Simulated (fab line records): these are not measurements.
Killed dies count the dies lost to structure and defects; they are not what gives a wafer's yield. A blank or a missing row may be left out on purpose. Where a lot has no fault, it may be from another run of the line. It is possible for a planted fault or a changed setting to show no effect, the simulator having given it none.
Which of the tools did it? -- flow gf180mcu -- Sampling: 13 lots, 38 wafers, 6 of 602 route steps

WHAT THE GAUGES READ, wafer by wafer
GF_HV_LDD_CD_MEAS_46: target cd 400 nm.
lot,measured,on,cd_nm (nm)
L751,day 12 11:26,cd_sem-02,400.9 398.4 397.9
L752,day 12 20:49,cd_sem-01,397.3 396.7 397.8
L753,day 12 23:23,cd_sem-02,402.7 401.8 402.9
L754,day 13 14:38,cd_sem-01,397.4 398.9 400.0
L756,day 14 02:37,cd_sem-02,403.4 401.5
L758,day 15 01:21,cd_sem-02,402.7 402.3 400.5
L763,day 16 08:33,cd_sem-01,398.3 399.4 397.9
L766,day 17 09:50,cd_sem-01,400.7 398.1 400.0
L767,day 17 13:08,cd_sem-02,396.5 397.6 400.9
L768,day 18 00:14,cd_sem-01,400.3 399.3 401.3
L771,day 18 20:41,cd_sem-02,398.0 397.5 397.6
L772,day 19 07:29,cd_sem-02,401.1 400.8 401.8
L774,day 20 03:05,cd_sem-01,400.3 399.9 396.4

GF_PSD_CD_MEAS_07: target cd 400 nm.
lot,measured,on,cd_nm (nm)
L751,day 14 08:58,cd_sem-01,398.6 400.9 400.4
L752,day 14 18:01,cd_sem-02,398.2 402.3 397.4
L753,day 14 19:59,cd_sem-01,403.3 399.7 403.4
L754,day 15 11:06,cd_sem-02,397.5 399.9 398.7
L756,day 16 00:52,cd_sem-01,401.4 401.7
L758,day 17 03:30,cd_sem-01,397.5 397.9 400.2
L763,day 18 14:00,cd_sem-02,400.6 402.5 399.7
L766,day 19 13:38,cd_sem-01,398.2 397.4 398.3
L767,day 19 16:29,cd_sem-02,401.0 401.0 401.3
L768,day 20 04:05,cd_sem-02,401.8 401.0 400.9
L771,day 21 01:26,cd_sem-01,402.3 402.4 401.6
L772,day 21 11:08,cd_sem-01,399.6 398.9 399.1
L774,day 22 05:38,cd_sem-01,399.7 396.5 398.9

GF_PSD_RS_MEAS_14: measurement is done with a four-point probe.
lot,measured,on,NSD_RS (ohm/sq)
L751,day 14 09:34,film_metro-02,46.07 46.11 46.08
L752,day 14 18:37,film_metro-01,46.09 46.24 46.30
L753,day 14 20:35,film_metro-01,46.18 46.12 46.16
L754,day 15 11:43,film_metro-02,46.09 45.14 45.08
L756,day 16 01:29,film_metro-02,46.08 45.17
L758,day 17 04:06,film_metro-03,46.14 45.22 46.31
L763,day 18 14:36,film_metro-02,46.20 46.32 46.17
L766,day 19 14:14,film_metro-03,46.07 46.16 46.18
L767,day 19 17:05,film_metro-01,46.26 46.29 46.32
L768,day 20 04:41,film_metro-01,46.34 46.33 46.37
L771,day 21 02:05,film_metro-03,46.00 46.03 46.12
L772,day 21 11:44,film_metro-03,46.14 46.11 46.13
L774,day 22 06:19,film_metro-02,46.17 46.12 46.18

WHICH TOOL RAN EACH LOT (tool, then ch and the chambers of the sampled wafers, then the start)
lot,GF_HV_LDD_RTA_52,GF_NSD_IMPLANT_09,GF_NSD_STRIP_11
L751,"rtp_anneal-02 ch 0, day 12 11:56","implanter-03 ch 0, day 13 11:44","plasma_asher-04 ch 0,1, day 13 12:02"
L752,"rtp_anneal-02 ch 0, day 12 21:19","implanter-03 ch 0, day 13 20:48","plasma_asher-01 ch 0,1, day 13 21:04"
L753,"rtp_anneal-02 ch 0, day 12 23:53","implanter-03 ch 0, day 13 23:27","plasma_asher-01 ch 0,1, day 13 23:44"
L754,"rtp_anneal-02 ch 0, day 13 15:10","implanter-03 ch 0, day 14 13:51","plasma_asher-02 ch 0,1, day 14 14:09"
L756,"rtp_anneal-01 ch 0, day 14 03:07","implanter-03 ch 0, day 15 03:10","plasma_asher-04 ch 1, day 15 03:26"
L758,"rtp_anneal-02 ch 0, day 15 01:52","implanter-03 ch 0, day 16 04:40","plasma_asher-04 ch 0,1, day 16 04:58"
L763,"rtp_anneal-02 ch 0, day 16 09:04","implanter-04 ch 0, day 17 10:24","plasma_asher-01 ch 0,1, day 17 14:40"
L766,"rtp_anneal-01 ch 0, day 17 10:21","implanter-02 ch 0, day 18 12:53","plasma_asher-01 ch 0,1, day 18 13:11"
L767,"rtp_anneal-02 ch 0, day 17 13:40","implanter-03 ch 0, day 18 15:57","plasma_asher-04 ch 0,1, day 18 16:15"
L768,"rtp_anneal-01 ch 0, day 18 00:46","implanter-02 ch 0, day 19 03:24","plasma_asher-01 ch 0,1, day 19 03:42"
L771,"rtp_anneal-02 ch 0, day 18 21:11","implanter-03 ch 0, day 20 00:58","plasma_asher-02 ch 0,1, day 20 01:15"
L772,"rtp_anneal-01 ch 0, day 19 08:00","implanter-04 ch 0, day 20 10:57","plasma_asher-01 ch 0,1, day 20 11:15"
L774,"rtp_anneal-02 ch 0, day 20 03:34","implanter-03 ch 0, day 21 06:05","plasma_asher-01 ch 0,1, day 21 06:22"
- GF_HV_LDD_RTA_52: time 10 s.
- GF_NSD_IMPLANT_09
- GF_NSD_STRIP_11: strips in O2/N2.

WHAT THE TOOLS THEMSELVES READ (means of the sampled wafers that have a number; where no wafer has one, the mark that the record gives instead)
GF_HV_LDD_RTA_52.
lot,tool,lamp_power_pct (%),wafer_temp_C_max
L751,rtp_anneal-02,37,1005.5
L752,rtp_anneal-02,37,1005.3
L753,rtp_anneal-02,37,1006.0
L754,rtp_anneal-02,37,1006.0
L756,rtp_anneal-01,43,1004.5
L758,rtp_anneal-02,37,1006.2
L763,rtp_anneal-02,37,1005.8
L766,rtp_anneal-01,43,1003.9
L767,rtp_anneal-02,37,1005.8
L768,rtp_anneal-01,43,1004.6
L771,rtp_anneal-02,37,1005.3
L772,rtp_anneal-01,43,1004.6
L774,rtp_anneal-02,37,1006.4

GF_NSD_IMPLANT_09.
lot,tool,dose_ions_cm2
L751,implanter-03,4e+15
L752,implanter-03,4e+15
L753,implanter-03,4e+15
L754,implanter-03,4e+15
L756,implanter-03,4e+15
L758,implanter-03,4e+15
L763,implanter-04,4e+15
L766,implanter-02,4e+15
L767,implanter-03,4e+15
L768,implanter-02,4e+15
L771,implanter-03,4e+15
L772,implanter-04,4e+15
L774,implanter-03,4e+15

GF_NSD_STRIP_11.
lot,tool,drypump_motor_current_A (A),heater_power_w (W),oes_product_au (a.u.),strip_time_to_endpoint_s (s)
L751,plasma_asher-04,5.34,293,0.489,22.95
L752,plasma_asher-01,5.51,345,0.486,22.97
L753,plasma_asher-01,5.48,341,0.483,22.99
L754,plasma_asher-02,6.13,372,0.484,23.47
L756,plasma_asher-04,5.31,286,0.483,23.33
L758,plasma_asher-04,5.32,283,0.484,23.21
L763,plasma_asher-01,5.46,342,0.488,22.90
L766,plasma_asher-01,5.50,339,0.489,22.86
L767,plasma_asher-04,5.36,284,0.485,22.93
L768,plasma_asher-01,5.47,343,0.488,22.95
L771,plasma_asher-02,5.87,366,0.488,23.01
L772,plasma_asher-01,5.48,342,0.487,22.97
L774,plasma_asher-01,5.49,348,0.482,22.94

THE ANSWER, worked out from the rows above alone
Rule: what is usual is taken from the lots themselves. The widest of any qualifying gaps counts: lots, ordered by their means at a reading, are off when they make up no more than a third of the lots, leave a main group of 4 or more, and stand apart from it by 3 or more times the standard deviation of that group's means. The tables above print the reading to a certain number of digits; a main group whose means all agree to those digits is not used. Also off: a lot with no number at a reading for which 4 or more lots have one. The other lots that the step has rows for count as sound. The gauges are gone through in route order, then the tools' own readings, and for those a lot's mean is taken as printed above. The first step at which some lot is off is used, and at that step the reading that is off furthest; a lot without a number counts as furthest.
Off: L754, L756, L758 (GF_NSD_STRIP_11, strip_time_to_endpoint_s). For the main group the mean is 22.95 s and the standard deviation 0.041.
A tool fits if, at that step or a process step before it, it ran every lot that is off, and no sound lot after the first of them. No candidate that was tried fits.

WHAT THE SIMULATOR HAD PUT IN
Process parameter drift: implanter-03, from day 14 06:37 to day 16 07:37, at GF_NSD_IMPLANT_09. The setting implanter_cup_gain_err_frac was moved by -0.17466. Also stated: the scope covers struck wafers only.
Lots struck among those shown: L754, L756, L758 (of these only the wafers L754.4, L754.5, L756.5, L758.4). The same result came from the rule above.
